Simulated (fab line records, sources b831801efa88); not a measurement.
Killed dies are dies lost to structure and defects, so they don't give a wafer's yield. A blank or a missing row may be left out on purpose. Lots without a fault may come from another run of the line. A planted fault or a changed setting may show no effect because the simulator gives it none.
fab line records | flow sky130
record lots=12 wafers=36 last_day=50
route steps=708 shown FIELD_ISO@16 NWELL@66 VT_ADJUST_NCORE@126
lots that met no fault: from a run of the same line without faults
start_h: hours from the record's first day to the start of the lot's first wafer shown | wait_h: hours since the lot's step before | " the same as in the row above | L1.1+2: a row that stands for several wafers | - no value, or no start given | * or withheld: withheld | < > ~ a bound
route shown NAME@n: a module of which the file shows steps, and the number in the route of the first | usual: mean/standard deviation of fault-free wafers | same: alike in all rows | chamber/n: place in a boat | sites: the reading at each site | _std_site: their standard deviation | _edge_site: outer sites' mean less inner sites' | radius_mm: how far each site lies from the wafer's centre | mask NAME#n: copy n | behind: the tool/chamber that last shaped the wafer | hold: why the lot was held/for how many hours/how that ended | device: the transistor (n, p or np) that didn't switch | end of line: the same wafers' tests at the end of the route | a step without rows: its recipe alone | killed: dies lost to structure and defects at the first sort, not the wafer's yield | map: a wafer's dies, x killed, . not, _ none there
set.NAME: the setting as run; set.NAME@STEP: as run at that earlier step | model.NAME: the simulator's own value behind a step, which no gauge read
steps of the route over a sample of lots; a table a step, a row a wafer
services: from which hour (start_h, from the record's first day; less than 0 if before it) a tool's chamber was out of use, for how many hours, and why
## steps
# step SKY_FIELD_ISO_ETCH_15
# recipe chemistry=CHF3/O2 target_depth_nm=180 stop_on=Si source_w=600 bias_w=200 pressure_mtorr=40 chf3_flow_sccm=50 O2_flow_sccm=5 time_s=72
# usual drypump_motor_current_A=5.8/0.53 oes_product_au=0.941/0.007 throttle_valve_pct=8.843/0.0086
# columns lot.wafer tool chamber start_h wait_h drypump_motor_current_A oes_product_au rf_hours_counter_h throttle_valve_pct
L527.2 rie_diel-02 0 36.04 0.0 5.1 0.936 62 8.844
L527.4 " 1 " " 6.0 0.938 69 8.849
L527.5 " 0 " " 5.2 0.927 - 8.843
L528.1 rie_diel-03 1 39.27 0.0 6.3 0.933 96 8.836
L528.5 " 2 " " 6.4 0.938 - 8.839
L528.6 " 3 " " 6.3 0.937 - 8.850
L529.2 rie_diel-01 3 44.92 0.0 5.2 0.928 77 8.841
L529.5 " 2 " " 5.2 0.935 - 8.831
L529.6 " 3 " " 5.2 0.941 - 8.834
L530.3 rie_diel-02 3 49.17 0.0 5.8 0.948 97 8.840
L530.4 " 0 " " 5.2 0.950 62 8.842
L530.6 " 2 " " 5.5 0.947 - 8.839
L531.2 rie_diel-01 3 55.42 0.0 5.2 0.938 77 8.847
L531.3 " 0 " " 5.2 0.944 6 8.840
L531.4 " 3 " " 5.2 0.924 - 8.834
L533.1 rie_diel-02 2 65.42 0.0 5.5 0.934 3 8.843
L533.2 " 1 " " 6.0 0.935 69 8.850
L533.6 " 0 " " 5.2 0.941 - 8.857
L535.2 rie_diel-03 1 75.74 0.0 6.4 0.946 97 8.842
L535.4 " 2 " " 6.4 0.942 112 8.831
L535.6 " 1 " " 6.3 0.937 - 8.837
L537.1 rie_diel-03 0 84.54 0.0 5.3 0.946 35 8.851
L537.4 " 2 " " 6.4 0.943 112 8.845
L537.5 " 0 " " 5.3 0.935 - 8.838
L539.3 rie_diel-03 3 98.62 0.0 6.3 0.939 150 8.829
L539.4 " 2 " " 6.4 0.933 112 8.835
L539.6 " 1 " " 6.4 0.940 - 8.848
L545.4 rie_diel-01 2 126.87 0.0 5.2 0.944 7 8.842
L545.5 " 1 " " 6.6 0.943 - 8.838
L545.6 " 0 " " 5.2 0.948 - 8.842
L547.3 rie_diel-02 0 138.55 0.0 5.2 0.942 64 8.849
L547.4 " 3 " " 5.8 0.945 99 8.847
L547.5 " 2 " " 5.6 0.943 - 8.843
L548.4 rie_diel-03 1 143.95 0.0 6.3 0.949 98 8.839
L548.5 " 0 " " 5.3 0.951 - 8.853
L548.6 " 1 " " 6.3 0.945 - 8.853
# step SKY_NWELL_IMPLANT_13
# recipe species=P energy_kev=50 dose_cm2=7e+11 tilt_deg=withheld
# usual beam_on_s=10.01/0.19 dose_ions_cm2=6.997e+11/7.3e+08 faraday_current_uA=3.94/0.077
# columns lot.wafer tool chamber start_h wait_h beam_on_s dose_ions_cm2 faraday_current_uA
L527.2 implanter-02 0 92.15 0.1 10.06 6.994e+11 3.94
L527.4 " 0 " " 9.86 7.002e+11 4.02
L527.5 " 0 " " 10.34 7.001e+11 3.82
L528.1 implanter-03 0 94.23 0.1 10.11 7.007e+11 3.91
L528.5 " 0 " " 9.99 7.008e+11 3.95
L528.6 " 0 " " 9.70 7.001e+11 4.07
L529.2 implanter-04 0 103.22 0.1 9.73 6.995e+11 4.06
L529.5 " 0 " " 9.88 6.988e+11 4.01
L529.6 " 0 " " 9.73 6.998e+11 4.04
L530.3 implanter-03 0 109.48 0.1 10.00 7.006e+11 3.93
L530.4 " 0 " " 10.17 7.006e+11 3.88
L530.6 " 0 " " 9.87 6.989e+11 4.02
L531.2 implanter-02 0 114.55 0.1 9.98 7.001e+11 3.96
L531.3 " 0 " " 10.32 6.996e+11 3.81
L531.4 " 0 " " 9.90 6.995e+11 3.98
L533.1 implanter-03 0 126.38 0.1 10.10 7.001e+11 3.90
L533.2 " 0 " " 10.13 6.989e+11 3.89
L533.6 " 0 " " 10.04 7e+11 3.91
L535.2 implanter-02 0 139.90 0.1 9.86 6.995e+11 3.99
L535.4 " 0 " " 10.33 6.994e+11 3.82
L535.6 " 0 " " 10.10 6.995e+11 3.90
L537.1 implanter-03 0 146.35 0.1 9.82 7.006e+11 4.03
L537.4 " 0 " " 9.74 6.994e+11 4.05
L537.5 " 0 " " 10.00 6.987e+11 3.95
L539.3 implanter-04 0 163.93 0.1 9.64 6.987e+11 4.08
L539.4 " 0 " " 10.00 6.985e+11 3.94
L539.6 " 0 " " 9.84 6.98e+11 4.03
L545.4 implanter-04 0 194.75 0.1 10.00 9.875e+11 5.58
L545.5 " 0 " " 10.26 9.86e+11 5.41
L545.6 " 0 " " 9.70 9.87e+11 5.74
L547.3 implanter-03 0 208.28 0.1 10.19 6.993e+11 3.87
L547.4 " 0 " " 10.01 7.007e+11 3.96
L547.5 " 0 " " 9.98 7.002e+11 3.95
L548.4 implanter-04 0 211.85 0.1 9.82 9.865e+11 5.68
L548.5 " 0 " " 9.81 9.859e+11 5.68
L548.6 " 0 " " 10.09 9.866e+11 5.50
# step SKY_NWELL_OVL_MEAS_23
# usual NWELL_01_OVL=-0.1/1.4
# columns lot.wafer tool chamber start_h wait_h NWELL_01_OVL[nm]
L527.2 overlay-01 - 110.65 - -0.6
L527.4 " - " " 0.4
L527.5 " - " " 1.2
L528.1 overlay-02 - 112.46 - 1.9
L528.5 " - " " 1.9
L528.6 " - " " 0.9
L529.2 overlay-01 - 121.10 - -0.8
L529.5 " - " " -0.8
L529.6 " - " " -0.3
L530.3 overlay-02 - 127.50 - 1.4
L530.4 " - " " 0.2
L530.6 " - " " 1.7
L531.2 overlay-01 - 133.57 - -0.8
L531.3 " - " " 1.0
L531.4 " - " " -2.0
L533.1 overlay-02 - 145.31 - 0.2
L533.2 " - " " 2.4
L533.6 " - " " 0.0
L535.2 overlay-02 - 160.30 - 0.5
L535.4 " - " " 0.5
L535.6 " - " " 0.3
L537.1 overlay-02 - 167.19 - 0.7
L537.4 " - " " -1.5
L537.5 " - " " -0.3
L539.3 overlay-02 - 184.35 - -1.0
L539.4 " - " " -1.7
L539.6 " - " " -2.0
L545.4 overlay-02 - 216.58 - -0.1
L545.5 " - " " 0.6
L545.6 " - " " 1.2
L547.3 overlay-01 - 230.40 - 1.4
L547.4 " - " " -0.9
L547.5 " - " " -2.8
L548.4 overlay-01 - 234.46 - 1.1
L548.5 " - " " 1.3
L548.6 " - " " 0.5
# step SKY_NWELL_RS_MEAS_29
# recipe thk_meas_gauge=four-point-probe
# usual NWELL_RS=625.0/1.6
# columns lot.wafer tool chamber start_h wait_h hold NWELL_RS[ohm/sq]
L527.2 film_metro-01 - 111.21 0.1 - 625.0
L527.4 " - " " - 626.8
L527.5 " - " " - 625.9
L528.1 film_metro-02 - 112.96 0.1 - 624.6
L528.5 " - " " - 622.4
L528.6 " - " " - 622.5
L529.2 film_metro-01 - 121.61 0.1 - 624.9
L529.5 " - " " - 624.2
L529.6 " - " " - 626.2
L530.3 film_metro-04 - 128.03 0.1 - 624.3
L530.4 " - " " - 625.1
L530.6 " - " " - 625.1
L531.2 film_metro-04 - 134.18 0.2 - 625.1
L531.3 " - " " - 626.9
L531.4 " - " " - 626.3
L533.1 film_metro-04 - 145.81 0.1 - 626.1
L533.2 " - " " - 626.5
L533.6 " - " " - 626.4
L535.2 film_metro-02 - 160.81 0.1 - 626.6
L535.4 " - " " - 627.1
L535.6 " - " " - 626.2
L537.1 film_metro-02 - 167.69 0.1 - 626.0
L537.4 " - " " - 627.6
L537.5 " - " " - 626.0
L539.3 film_metro-04 - 184.88 0.1 - 624.5
L539.4 " - " " - 623.9
L539.6 " - " " - 625.0
L545.4 film_metro-01 - 217.12 0.1 await_dispo/0.2h/release 617.9
L545.5 " - " " await_dispo/0.2h/release 617.0
L545.6 " - " " await_dispo/0.2h/release 618.3
L545.4 film_metro-01 - 217.48 0.3 - 618.0
L545.5 " - " " - 619.2
L545.6 " - " " - 617.2
L547.3 film_metro-04 - 230.93 0.1 - 623.6
L547.4 " - " " - 623.6
L547.5 " - " " - 625.2
L548.4 film_metro-01 - 235.00 0.1 await_dispo/0.2h/release 616.8
L548.5 " - " " await_dispo/0.2h/release 616.1
L548.6 " - " " await_dispo/0.2h/release 617.1
L548.4 film_metro-01 - 235.36 0.3 - 616.4
L548.5 " - " " - 615.6
L548.6 " - " " - 617.8
# step SKY_VT_ADJUST_NCORE_CD_MEAS_07
# recipe target_cd_nm=380
# usual cd_nm=380.6/2
# columns lot.wafer tool chamber start_h wait_h cd_nm
L527.2 cd_sem-01 - 189.70 0.2 382.3
L527.4 " - " " 382.5
L527.5 " - " " 385.2
L528.1 cd_sem-01 - 192.24 0.1 378.0
L528.5 " - " " 379.6
L528.6 " - " " 378.9
L529.2 cd_sem-02 - 202.66 0.1 382.7
L529.5 " - " " 379.3
L529.6 " - " " 380.5
L530.3 cd_sem-02 - 209.18 0.1 380.6
L530.4 " - " " 383.5
L530.6 " - " " 382.3
L531.2 cd_sem-01 - 216.71 0.1 382.4
L531.3 " - " " 380.7
L531.4 " - " " 381.3
L533.1 cd_sem-02 - 231.29 0.1 381.7
L533.2 " - " " 382.4
L533.6 " - " " 383.1
L535.2 cd_sem-02 - 247.81 0.1 380.6
L535.4 " - " " 377.7
L535.6 " - " " 381.0
L537.1 cd_sem-01 - 255.79 0.1 379.3
L537.4 " - " " 379.8
L537.5 " - " " 377.3
L539.3 cd_sem-01 - 275.33 0.1 380.8
L539.4 " - " " 381.5
L539.6 " - " " 381.4
L545.4 cd_sem-01 - 312.90 0.1 380.8
L545.5 " - " " 379.5
L545.6 " - " " 381.4
L547.3 cd_sem-01 - 330.12 0.1 378.1
L547.4 " - " " 377.3
L547.5 " - " " 377.2
L548.4 cd_sem-01 - 335.00 0.1 382.5
L548.5 " - " " 380.5
L548.6 " - " " 383.1
## services
# columns tool chamber start_h hours kind
implanter-02 - 15.25 8.3 repair
rie_diel-03 - 15.99 14.6 pm
rie_diel-03 - 32.87 0.7 repair
rie_diel-01 2 54.23 41.6 repair
rie_diel-01 0 59.10 9.9 repair
implanter-04 - 65.10 1.1 repair
rie_diel-02 - 73.06 0.1 repair
implanter-04 - 134.32 3.7 pm
implanter-03 - 151.66 4.1 pm
rie_diel-03 1 166.06 10.1 repair
rie_diel-03 0 167.00 7.9 repair
rie_diel-02 - 168.10 0.8 repair
implanter-03 - 170.66 1.7 repair
rie_diel-03 3 176.12 - clean
rie_diel-03 3 176.12 24.3 scheduled_down
rie_diel-03 3 176.12 24.3 vent_cycle
rie_diel-03 0 209.25 2.6 repair
implanter-03 - 211.46 4.1 pm
## key
first_sign step=SKY_NWELL_IMPLANT_13 reading=dose_ions_cm2 direction=up sigmas=99+ usual=* struck=*
effect step=SKY_NWELL_IMPLANT_13 reading=faraday_current_uA direction=up sigmas=21 usual=3.94 struck=5.60
effect step=SKY_NWELL_RS_MEAS_29 reading=visit direction=added
met_at SKY_NWELL_IMPLANT_13
struck_lots L545,L548
tester_left_out L545,L548
not_acting_at SKY_FIELD_ISO_ETCH_15,SKY_NWELL_OVL_MEAS_23,SKY_VT_ADJUST_NCORE_CD_MEAS_07
onset_between 163.93 194.75
fault kind=process_parameter_drift tool=implanter-04 chamber=- onset_h=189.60 steps=SKY_NWELL_IMPLANT_13 channel=dose_cm2 offset=* shape=step end_h=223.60 acts_in=* stated=*
# tester_left_out: of these lots the tester's yield and bins aren't shown, on N5 and GAA mostly nor the transistor test; their killed dies are dies lost to structure and defects alone, not to doping, threshold or leakage, so they don't give the yield
